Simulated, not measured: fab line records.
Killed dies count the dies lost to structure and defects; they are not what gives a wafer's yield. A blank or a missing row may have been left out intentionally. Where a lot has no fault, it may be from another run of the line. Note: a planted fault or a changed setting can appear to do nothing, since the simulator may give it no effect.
fab line records	flow sky130
[record] lots = 13	wafers = 39	last-day = 50
route steps=708 shown CONTACT@416 PAD_OPEN@708
lots that met no fault: from a run of the same line without faults
start-h: hours from the record's first day to the start of the lot's first wafer shown	wait-h: hours from the lot's prior step to this one	" unchanged from the row above	L1.1+2: a single row standing in for several wafers	- no value present, or no start provided	* or withheld: withheld	< > ~ a bound
route shown NAME@n: NAME is a module with steps in the file, n the number in the route of the first one	usual: mean/standard deviation of fault-free wafers	same: alike in all rows	chamber/n: place in a boat	sites: each site's reading	_std_site: standard deviation of those values	_edge_site: inner sites' mean taken away from outer sites' mean	radius-mm: for every site, how far away it sits from the centre of the wafer	mask NAME#n: copy n	behind: the last tool/chamber to shape the wafer	hold: why the lot went on hold/how many hours it stayed there/how the hold came to an end	device: whichever transistor did not switch (one of n, p or np)	end of line: tests of these same wafers at the route's end	for a step that has no rows: nothing shown but its recipe	killed: dies lost to structure and defects at the first sort, not the wafer's yield	map: the dies of a wafer, with x for killed, . for not killed, _ for no die there
set.NAME: the run value of the setting; set.NAME@STEP: its run value at that earlier step	model.NAME: the simulator's own value behind a step, which no gauge read
steps of the route over a sample of lots; a table a step, a row a wafer
services: a tool's chamber out of use, with start hour (start-h, from the record's first day; less than 0 if before it), hours out, and reason
[[steps]]
[step SKY_CONTACT_SOFTBAKE_10]
[recipe] temp-c = 100.6	time-s = 90	resist = KrF-thick
[usual] run-length-s = 119.15/0.28
lot.wafer	tool	chamber	start-h	wait-h	run-length-s
L181.1	litho-track-01	0	736	-	118.99
L181.3	"	0	"	"	118.87
L181.6	"	0	"	"	118.89
L182.2	litho-track-02	0	737	-	119.33
L182.5	"	0	"	"	119.11
L182.6	"	0	"	"	119.23
L184.1	litho-track-01	0	741	-	118.84
L184.4	"	0	"	"	118.94
L184.5	"	0	"	"	119.19
L186.4	litho-track-01	0	761	-	118.81
L186.5	"	0	"	"	118.80
L186.6	"	0	"	"	118.89
L188.1	litho-track-01	0	779	-	119.23
L188.2	"	0	"	"	118.86
L188.3	"	0	"	"	118.96
L191.2	litho-track-02	0	802	-	124.17
L191.5	"	0	"	"	124.29
L191.6	"	0	"	"	124.07
L192.4	litho-track-02	0	807	-	124.34
L192.5	"	0	"	"	124.33
L192.6	"	0	"	"	124.25
L196.1	litho-track-01	0	833	-	118.84
L196.5	"	0	834	-	118.94
L196.6	"	0	"	"	118.99
L197.2	litho-track-03	0	844	-	119.63
L197.3	"	0	"	"	119.55
L197.4	"	0	"	"	119.64
L201.3	litho-track-01	0	881	-	118.94
L201.4	"	0	"	"	118.94
L201.6	"	0	"	"	118.80
L202.1	litho-track-01	0	895	-	118.96
L202.2	"	0	"	"	118.92
L202.6	"	0	"	"	118.96
L203.1	litho-track-01	0	897	-	119.04
L203.4	"	0	"	"	118.94
L203.6	"	0	"	"	118.92
L204.3	litho-track-03	0	913	-	119.70
L204.5	"	0	"	"	119.48
L204.6	"	0	"	"	119.49
[step SKY_CONTACT_ETCH_16]
[recipe] chemistry = N2/H2	target = BARC	ion-energy-ev = 200	source-w = 500	bias-w = 100	pressure-mtorr = 30	n2-flow-sccm = 100	h2-flow-sccm = 200	stop-on = SiO2	time-s = 45.9	target-depth-a = 600
[usual] drypump-motor-current-A = 5.8/0.4	h2-flow-sccm = 199.9/0.63	oes-product-au = 0.854/0.0048	throttle-valve-pct = 13.226/0.0085
lot.wafer	tool	chamber	start-h	wait-h	drypump-motor-current-A	h2-flow-sccm	oes-product-au	rf-hours-counter-h	throttle-valve-pct
L181.1	rie-diel-01	3	750.99	0.0	5.1	198.9	0.848	2	13.226
L181.3	"	0	"	"	5.9	199.6	0.849	1	13.233
L181.6	"	3	"	"	5.1	199.1	0.849	-	13.205
L182.2	rie-diel-01	3	751.64	0.0	5.1	200.5	0.856	2	13.232
L182.5	"	0	"	"	5.9	200.3	0.851	-	13.231
L182.6	"	1	"	"	5.6	199.6	0.857	-	13.226
L184.1	rie-diel-03	2	755.09	0.0	6.0	200.0	0.856	11	13.221
L184.4	"	2	"	"	6.0	199.4	0.847	-	13.242
L184.5	"	0	"	"	5.7	200.9	0.855	-	13.231
L186.4	rie-diel-01	1	775.26	0.0	5.6	199.7	0.854	-	13.235
L186.5	"	0	"	"	6.0	198.9	0.852	-	13.240
L186.6	"	3	"	"	5.1	200.1	0.846	-	13.231
L188.1	rie-diel-01	0	791.89	0.0	5.9	200.2	0.849	3	13.225
L188.2	"	2	"	"	5.4	200.9	0.859	0	13.222
L188.3	"	3	"	"	5.1	200.3	0.853	3	13.236
L191.2	rie-diel-04	1	815.09	0.0	6.2	200.4	0.857	7	13.224
L191.5	"	1	"	"	6.2	199.6	0.849	-	13.234
L191.6	"	0	"	"	5.7	200.3	0.862	-	13.230
L192.4	rie-diel-04	2	819.83	0.0	6.5	200.9	0.849	10	13.224
L192.5	"	1	"	"	6.2	200.4	0.851	-	13.240
L192.6	"	2	"	"	6.5	201.4	0.857	-	13.228
L196.1	rie-diel-04	0	847.64	0.0	5.7	199.4	0.851	5	13.226
L196.5	"	2	"	"	6.5	199.5	0.854	-	13.221
L196.6	"	1	"	"	6.2	199.3	0.860	-	13.235
L197.2	rie-diel-03	3	857.18	0.0	6.3	199.5	0.851	7	13.231
L197.3	"	1	"	"	6.1	200.0	0.853	24	13.230
L197.4	"	3	"	"	6.3	199.0	0.850	-	13.235
L201.3	rie-diel-03	3	893.93	0.0	6.3	199.5	0.850	8	13.229
L201.4	"	1	"	"	6.0	200.0	0.852	25	13.231
L201.6	"	1	"	"	6.0	199.3	0.854	-	13.213
L202.1	rie-diel-01	1	908.58	0.0	5.6	200.0	0.871	18	13.207
L202.2	"	2	"	"	5.4	199.7	0.856	4	13.217
L202.6	"	1	"	"	5.6	199.9	0.856	-	13.217
L203.1	rie-diel-03	2	910.13	0.0	6.0	199.5	0.851	16	13.226
L203.4	"	1	"	"	6.0	200.1	0.857	25	13.228
L203.6	"	1	"	"	6.0	199.7	0.857	-	13.220
L204.3	rie-diel-04	2	925.94	0.0	6.5	199.7	0.853	13	13.224
L204.5	"	2	"	"	6.5	199.0	0.856	-	13.227
L204.6	"	1	"	"	6.2	200.4	0.856	-	13.233
[step SKY_CONTACT_SPUTTER_23]
[recipe] material = TiN	target-thk-nm = 20	chamber-pressure-pa = 5	power-w = 4000	time-s = 80
[usual] chamber-pressure-pa = 5.000/0.011	throttle-valve-pct = 29.5/0.59
lot.wafer	tool	chamber	start-h	wait-h	chamber-pressure-pa	throttle-valve-pct
L181.1	pvd-sputter-01	-	751.71	0.0	4.992	29.5
L181.3	"	-	"	"	5.001	30.0
L181.6	"	-	"	"	5.006	29.9
L182.2	pvd-sputter-02	-	752.36	0.0	4.993	29.8
L182.5	"	-	"	"	5.011	28.6
L182.6	"	-	"	"	5.002	30.1
L184.1	pvd-sputter-03	-	755.82	0.0	4.977	29.6
L184.4	"	-	"	"	5.002	30.9
L184.5	"	-	"	"	4.995	28.1
L186.4	pvd-sputter-03	-	775.97	0.0	5.000	29.6
L186.5	"	-	"	"	5.016	29.5
L186.6	"	-	"	"	5.006	30.5
L188.1	pvd-sputter-01	-	792.65	0.0	5.008	30.0
L188.2	"	-	"	"	4.996	29.7
L188.3	"	-	"	"	5.006	29.5
L191.2	pvd-sputter-02	-	815.82	0.0	5.006	29.8
L191.5	"	-	"	"	5.021	29.7
L191.6	"	-	"	"	4.993	29.3
L192.4	pvd-sputter-01	-	820.56	0.0	4.998	29.7
L192.5	"	-	"	"	5.007	29.5
L192.6	"	-	"	"	5.004	29.6
L196.1	pvd-sputter-01	-	848.43	0.0	4.994	29.9
L196.5	"	-	"	"	5.012	29.6
L196.6	"	-	"	"	5.001	29.5
L197.2	pvd-sputter-01	-	858.04	0.0	5.000	30.0
L197.3	"	-	"	"	4.996	29.6
L197.4	"	-	"	"	4.987	29.5
L201.3	pvd-sputter-03	-	894.69	0.0	4.987	27.8
L201.4	"	-	"	"	5.010	29.0
L201.6	"	-	"	"	5.019	29.2
L202.1	pvd-sputter-01	-	909.31	0.0	4.985	29.5
L202.2	"	-	"	"	5.012	29.8
L202.6	"	-	"	"	5.004	29.4
L203.1	pvd-sputter-01	-	910.86	0.0	4.987	29.9
L203.4	"	-	"	"	4.986	29.1
L203.6	"	-	"	"	4.994	29.9
L204.3	pvd-sputter-01	-	926.66	0.0	5.006	29.3
L204.5	"	-	"	"	5.012	29.4
L204.6	"	-	"	"	4.991	29.6
[step SKY_CONTACT_THK_MEAS_26]
[recipe] thk-meas-gauge = xrf	reads = W_of_CONTACT_CVD_24
[usual] CONTACT_W_THK = 337/4.7
lot.wafer	tool	chamber	start-h	wait-h	CONTACT_W_THK[nm]
L181.1	film-metro-03	-	752.01	0.1	342
L181.3	"	-	"	"	336
L181.6	"	-	"	"	338
L182.2	film-metro-04	-	752.66	0.1	339
L182.5	"	-	"	"	338
L182.6	"	-	"	"	344
L184.1	film-metro-04	-	756.22	0.1	332
L184.4	"	-	"	"	333
L184.5	"	-	"	"	336
L186.4	film-metro-03	-	776.29	0.1	336
L186.5	"	-	"	"	339
L186.6	"	-	"	"	334
L188.1	film-metro-02	-	792.94	0.1	341
L188.2	"	-	"	"	329
L188.3	"	-	"	"	329
L191.2	film-metro-02	-	816.12	0.1	342
L191.5	"	-	"	"	334
L191.6	"	-	"	"	337
L192.4	film-metro-04	-	820.88	0.1	334
L192.5	"	-	"	"	339
L192.6	"	-	"	"	337
L196.1	film-metro-02	-	848.72	0.1	336
L196.5	"	-	"	"	340
L196.6	"	-	"	"	336
L197.2	film-metro-03	-	858.34	0.1	332
L197.3	"	-	"	"	329
L197.4	"	-	"	"	326
L201.3	film-metro-04	-	895.00	0.1	346
L201.4	"	-	"	"	342
L201.6	"	-	"	"	349
L202.1	film-metro-02	-	909.61	0.1	334
L202.2	"	-	"	"	344
L202.6	"	-	"	"	338
L203.1	film-metro-04	-	911.16	0.1	339
L203.4	"	-	"	"	341
L203.6	"	-	"	"	339
L204.3	film-metro-03	-	926.97	0.1	334
L204.5	"	-	"	"	332
L204.6	"	-	"	"	334
[step SKY_PAD_OPEN_PROBE_99]
[usual] killed_at_M0_to_M3 = 45/6.8	killed_at_M4_up = 3.1/2	killed-at-contacts = 23/5.2	killed-at-front-end = 14/3.7	killed-at-other = 0.3/0.61	killed-dies = 86/9	killed-open = 46/6.9	killed-short = 39/6.4
[same] gross-dies = 492	killed-at-back-side = 0
lot.wafer	tool	chamber	start-h	wait-h	killed_at_M0_to_M3	killed_at_M4_up	killed-at-contacts	killed-at-front-end	killed-at-other	killed-dies	killed-open	killed-short
L181.1	prober-01	-	1085.43	0.1	31	3	23	16	0	73	41	32
L181.3	prober-01	-	1085.53	0.2	43	6	27	5	1	82	42	40
L181.6	prober-01	-	1085.68	0.2	39	1	30	10	1	81	43	38
L186.4	prober-02	-	1103.92	0.2	36	6	24	13	0	79	44	35
L186.5	prober-02	-	1103.97	0.2	43	4	26	17	0	90	45	41
L186.6	prober-02	-	1104.02	0.2	58	6	28	18	0	110	65	44
L192.4	prober-02	-	1139.31	0.2	37	4	27	13	0	81	42	39
L192.5	prober-02	-	1139.36	0.2	48	4	23	14	0	89	43	46
L192.6	prober-02	-	1139.41	0.2	35	2	14	16	0	67	33	34
L196.1	prober-02	-	1156.56	0.1	63	4	22	17	0	106	54	52
L196.5	prober-02	-	1156.76	0.2	44	4	25	20	1	94	54	40
L196.6	prober-02	-	1156.81	0.2	44	4	24	12	0	84	44	40
L197.2	prober-01	-	1165.35	0.1	33	3	34	18	0	88	48	40
L197.3	prober-01	-	1165.40	0.2	47	6	22	15	2	92	53	39
L197.4	prober-01	-	1165.45	0.2	44	2	29	19	0	94	50	44
L204.3	prober-02	-	1209.21	0.2	56	1	29	19	0	105	61	43
L204.5	prober-02	-	1209.31	0.2	45	9	23	11	0	88	38	50
L204.6	prober-02	-	1209.36	0.2	41	2	17	15	0	75	36	38
// killed by level:class
L181.1 CONTACT:geometric-particle:open=8 LI_CONTACT:geometric-particle:open=6 VIA3:geometric-particle:open=6 FIELD_ISO:geometric-particle:open=5 POLY_GATE:geometric-particle:short=5 VIA1:geometric-particle:open=5 VIA2:geometric-particle:open=5 CONTACT:geometric-particle:short=4
L181.3 CONTACT:geometric-particle:open=11 VIA2:geometric-particle:open=7 VIA3:geometric-particle:open=7 VIA1:geometric-particle:open=6 METAL2:geometric-particle:short=6 LOCAL_INTERCONNECT:geometric-particle:short=5 CONTACT:geometric-particle:short=5 LI_CONTACT:geometric-particle:open=4
L181.6 LI_CONTACT:geometric-particle:open=8 VIA2:geometric-particle:open=8 CONTACT:geometric-particle:open=7 VIA1:geometric-particle:open=7 LOCAL_INTERCONNECT:geometric-particle:short=6 METAL1:geometric-particle:short=5 VIA3:geometric-particle:short=5 CONTACT:geometric-particle:short=4
L186.4 VIA1:geometric-particle:open=10 CONTACT:geometric-particle:open=9 FIELD_ISO:geometric-particle:open=7 LI_CONTACT:geometric-particle:open=6 METAL1:geometric-particle:short=6 VIA2:geometric-particle:open=6 METAL4:geometric-particle:short=5 LOCAL_INTERCONNECT:geometric-particle:short=4
L186.5 VIA1:geometric-particle:open=11 CONTACT:geometric-particle:open=10 VIA1:geometric-particle:short=10 VIA2:geometric-particle:open=9 LI_CONTACT:geometric-particle:open=5 FIELD_ISO:geometric-particle:short=4 CONTACT:geometric-particle:short=4 LOCAL_INTERCONNECT:geometric-particle:short=4
L186.6 VIA2:geometric-particle:open=12 VIA1:geometric-particle:open=11 CONTACT:geometric-particle:open=10 LI_CONTACT:geometric-particle:open=9 VIA3:geometric-particle:open=8 METAL1:geometric-particle:short=7 VIA1:geometric-particle:short=7 METAL3:geometric-particle:short=5
L192.4 CONTACT:geometric-particle:open=9 VIA2:geometric-particle:open=8 VIA1:geometric-particle:open=8 LI_CONTACT:geometric-particle:open=5 LOCAL_INTERCONNECT:geometric-particle:short=5 CONTACT:geometric-particle:short=5 METAL2:geometric-particle:short=5 VIA3:geometric-particle:open=5
L192.5 CONTACT:geometric-particle:open=9 METAL2:geometric-particle:short=8 VIA1:geometric-particle:open=8 METAL1:geometric-particle:short=7 VIA2:geometric-particle:open=5 LOCAL_INTERCONNECT:geometric-particle:short=5 VIA3:geometric-particle:open=5 POLY_GATE:geometric-particle:short=4
L192.6 VIA1:geometric-particle:open=10 CONTACT:geometric-particle:open=8 METAL2:geometric-particle:short=7 METAL1:geometric-particle:short=5 FIELD_ISO:geometric-particle:short=4 POLY_GATE:geometric-particle:open=4 POLY_GATE:geometric-particle:short=3 VIA1:geometric-particle:short=3
L196.1 VIA1:geometric-particle:open=15 VIA2:geometric-particle:open=11 LI_CONTACT:geometric-particle:open=8 METAL2:geometric-particle:short=8 METAL1:geometric-particle:short=7 VIA1:geometric-particle:short=7 CONTACT:geometric-particle:short=6 FIELD_ISO:geometric-particle:short=4
L196.5 VIA1:geometric-particle:open=13 CONTACT:geometric-particle:open=11 VIA2:geometric-particle:open=9 POLY_GATE:geometric-particle:short=6 LI_CONTACT:geometric-particle:open=6 METAL1:geometric-particle:short=6 VIA3:geometric-particle:open=6 FIELD_ISO:geometric-particle:short=5
L196.6 LI_CONTACT:geometric-particle:open=9 VIA1:geometric-particle:open=8 VIA1:geometric-particle:short=7 VIA2:geometric-particle:short=6 CONTACT:geometric-particle:open=6 CONTACT:geometric-particle:short=5 VIA3:geometric-particle:open=4 METAL1:geometric-particle:short=4
L197.2 VIA1:geometric-particle:open=11 CONTACT:geometric-particle:open=9 FIELD_ISO:geometric-particle:short=8 LI_CONTACT:geometric-particle:open=8 LOCAL_INTERCONNECT:geometric-particle:short=7 CONTACT:geometric-particle:short=5 METAL2:geometric-particle:short=5 VIA2:geometric-particle:open=5
L197.3 LI_CONTACT:geometric-particle:open=9 FIELD_ISO:geometric-particle:open=8 CONTACT:geometric-particle:open=8 VIA1:geometric-particle:open=7 METAL1:geometric-particle:short=7 VIA2:geometric-particle:short=7 VIA3:geometric-particle:open=7 VIA2:geometric-particle:open=6
L197.4 CONTACT:geometric-particle:open=14 VIA1:geometric-particle:open=7 VIA3:geometric-particle:open=7 VIA1:geometric-particle:short=6 METAL2:geometric-particle:short=6 FIELD_ISO:geometric-particle:open=5 FIELD_ISO:geometric-particle:short=5 CONTACT:geometric-particle:short=5
L204.3 VIA1:geometric-particle:open=11 LI_CONTACT:geometric-particle:open=11 CONTACT:geometric-particle:open=10 METAL2:geometric-particle:short=10 VIA2:geometric-particle:open=9 VIA3:geometric-particle:open=9 FIELD_ISO:geometric-particle:short=7 VIA3:geometric-particle:short=6
L204.5 VIA1:geometric-particle:open=12 VIA1:geometric-particle:short=8 METAL4:geometric-particle:short=8 CONTACT:geometric-particle:open=7 VIA3:geometric-particle:open=6 LOCAL_INTERCONNECT:geometric-particle:short=6 FIELD_ISO:geometric-particle:short=5 METAL2:geometric-particle:short=5
L204.6 VIA1:geometric-particle:open=11 CONTACT:geometric-particle:short=7 FIELD_ISO:geometric-particle:short=5 METAL1:geometric-particle:short=5 VIA2:geometric-particle:open=5 VIA3:geometric-particle:open=5 METAL2:geometric-particle:short=4 LI_CONTACT:geometric-particle:open=3
[[services]]
tool	chamber	start-h	hours	kind
rie-diel-03	0	720.43	1.3	repair
rie-diel-01	3	725.85	23.6	repair
rie-diel-01	2	730.21	7.1	repair
rie-diel-04	2	750.60	20.0	repair
rie-diel-03	1	754.00	4.3	repair
rie-diel-04	-	758.74	0.9	repair
rie-diel-01	2	761.54	5.8	repair
rie-diel-03	3	764.24	5.9	repair
rie-diel-01	2	767.33	-	clean
rie-diel-01	2	767.33	13.5	scheduled-down
rie-diel-01	2	767.33	13.5	vent-cycle
rie-diel-03	-	777.37	1.0	repair
pvd-sputter-01	-	821.11	7.9	repair
rie-diel-01	-	833.09	2.8	pm
rie-diel-03	1	836.13	5.4	repair
rie-diel-03	0	839.68	2.6	repair
rie-diel-03	0	850.85	-	clean
rie-diel-03	0	850.85	21.1	scheduled-down
rie-diel-03	0	850.85	21.1	vent-cycle
rie-diel-01	0	856.44	22.0	repair
litho-track-02	-	889.09	-	consumable-replace:filter
rie-diel-01	2	915.12	2.3	repair
rie-diel-04	0	924.83	5.9	repair
[[key]]
[first-sign] step = SKY_CONTACT_SOFTBAKE_10	reading = run-length-s	direction = up	sigmas = 18	usual = *	struck = *
effect none on later readings
met-at SKY_CONTACT_SOFTBAKE_10
struck-lots L191,L192
tester-left-out L191,L192
not-acting-at SKY_CONTACT_ETCH_16,SKY_CONTACT_SPUTTER_23,SKY_CONTACT_THK_MEAS_26
onset-between 737 802
[fault] kind = process-parameter-drift	tool = litho-track-02	chamber = -	onset-h = 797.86	steps = SKY_CONTACT_SOFTBAKE_10	channel = time-s	offset = *	shape = step	end-h = 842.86	acts-in = *	stated = *
// tester-left-out: of these lots the tester's yield and bins aren't shown, on N5 and GAA mostly nor the transistor test; their killed dies are dies lost to structure and defects alone, not to doping, threshold or leakage, so they don't give the yield
